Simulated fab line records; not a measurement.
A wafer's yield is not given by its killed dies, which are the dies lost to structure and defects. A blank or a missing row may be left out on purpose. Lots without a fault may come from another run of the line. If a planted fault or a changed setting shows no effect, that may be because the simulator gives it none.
Comparing a struck lot with a sound one ; flow sfq_line ; 14 steps out of a route of 325
Sound: wafers L589.2, L589.5, L589.6. Struck: wafer L592.6. (L592.3, L592.5 of the same lot were not struck and are left out.) The cause comes at the end.
Each step with rows lists, per side, the tool, then ch with its chambers, then its first start. Under that, the readings that differ: sound wafers ; struck wafers ; difference of the means ; sigmas: that difference in standard deviations of wafers without a fault.
alike: same words and numbers on both sides, and readings whose means sit less than 2 such deviations apart. not compared: any withheld reading, any reading some wafer has no value for, any bound like >300 that may hide the same value, and any number with overlapping values for which the record gives no deviation.
A row with sigmas, a row that says differs or no value, or rows on one side alone: a step with any of these is where the two part. Non-overlapping numbers with no deviation appear without sigmas and do not part them. A reading that every wafer of one side lacks parts them only if that side has two wafers or more.

SFQ_I5_OVL_MEAS_936:
  struck on overlay-01, day 68 13:10; sound on overlay-01, day 64 18:53
  alike: I5_OVL
SFQ_TRILAYER_I5_BARC_OPEN_VIA_ETCH_200: etches BARC in O2, target depth 125 nm, time 41.7 s.
  sound on rie_diel-03 ch 1,2, day 64 18:55; struck on rie_diel-01 ch 2, day 68 13:11
reading;sound;struck;difference;sigmas
bias_w (W);80.10 80.61 80.28;79.74;-0.59;-2
  alike: drypump_motor_current_A, oes_product_au
  not compared: rf_hours_counter_h
SFQ_TRILAYER_I5_ETCH_VIA_ETCH_147: etches the open film in CHF3, stops on Nb, target depth 360 nm.
  sound on rie_diel-03 ch 1,2, day 64 18:57; struck on rie_diel-01 ch 2, day 68 13:14
reading;sound;struck;difference;sigmas
oes_product_au (a.u.);0.975 0.976 0.989;0.994;+0.014;+2
  alike: bias_w, drypump_motor_current_A
SFQ_TRILAYER_I5_STRIP_STRIP_148: strips in O2.
  sound on rie_metal-03 ch 0,1, day 64 19:06; struck on rie_metal-03 ch 1, day 68 13:35
  alike: drypump_motor_current_A, oes_product_au
  not compared: rf_hours_counter_h
then, 7 steps without rows for these wafers: SFQ_TRILAYER_I5_STRIP_SOLV_CLEAN_149 (cleans in NMP, time 600 s); SFQ_TRILAYER_C5_LITHO_COAT_156 (resist thk 62 nm); SFQ_TRILAYER_C5_LITHO_COAT_151 (resist thk 650 nm); SFQ_TRILAYER_C5_LITHO_SOFTBAKE_155; SFQ_TRILAYER_C5_LITHO_EXPOSE_152 (exposes mask C5, target cd 500 nm); SFQ_TRILAYER_C5_LITHO_PEB_154 (peb time 60 s); SFQ_TRILAYER_C5_LITHO_DEVELOP_153 (time 60 s).
-- the record jumps here: 4 days lie between the struck wafers' starts before and after --
SFQ_C5_OVL_MEAS_937:
  struck on overlay-02, day 72 05:56; sound on overlay-02, day 68 21:34
  alike: C5_OVL
SFQ_TRILAYER_C5_BARC_OPEN_VIA_ETCH_210: etches BARC in O2, target depth 125 nm, time 41.7 s.
  sound on rie_diel-03 ch 0,2,3, day 68 21:35; struck on rie_diel-03 ch 1, day 72 05:57
reading;sound;struck;difference;sigmas
bias_w (W);79.60 79.86 80.51;68.78;-11.21;-49
oes_product_au (a.u.);0.686 0.682 0.683;0.692;+0.008;+2
  alike: drypump_motor_current_A
  not compared: rf_hours_counter_h
SFQ_TRILAYER_C5_ETCH_VIA_ETCH_154: etches SiO2 in CHF3, stops on Nb, target depth 84 nm.
  sound on rie_diel-03 ch 0,2,3, day 68 21:38; struck on rie_diel-03 ch 1, day 72 05:59
  alike: bias_w, drypump_motor_current_A, oes_product_au

== WHERE THEY PART ==
Last at SFQ_TRILAYER_C5_BARC_OPEN_VIA_ETCH_210 as far as this record goes, first at SFQ_TRILAYER_I5_BARC_OPEN_VIA_ETCH_200. Later steps at which nothing parts them and some readings are alike: SFQ_TRILAYER_C5_ETCH_VIA_ETCH_154.

WHY: what had been put in by the simulator
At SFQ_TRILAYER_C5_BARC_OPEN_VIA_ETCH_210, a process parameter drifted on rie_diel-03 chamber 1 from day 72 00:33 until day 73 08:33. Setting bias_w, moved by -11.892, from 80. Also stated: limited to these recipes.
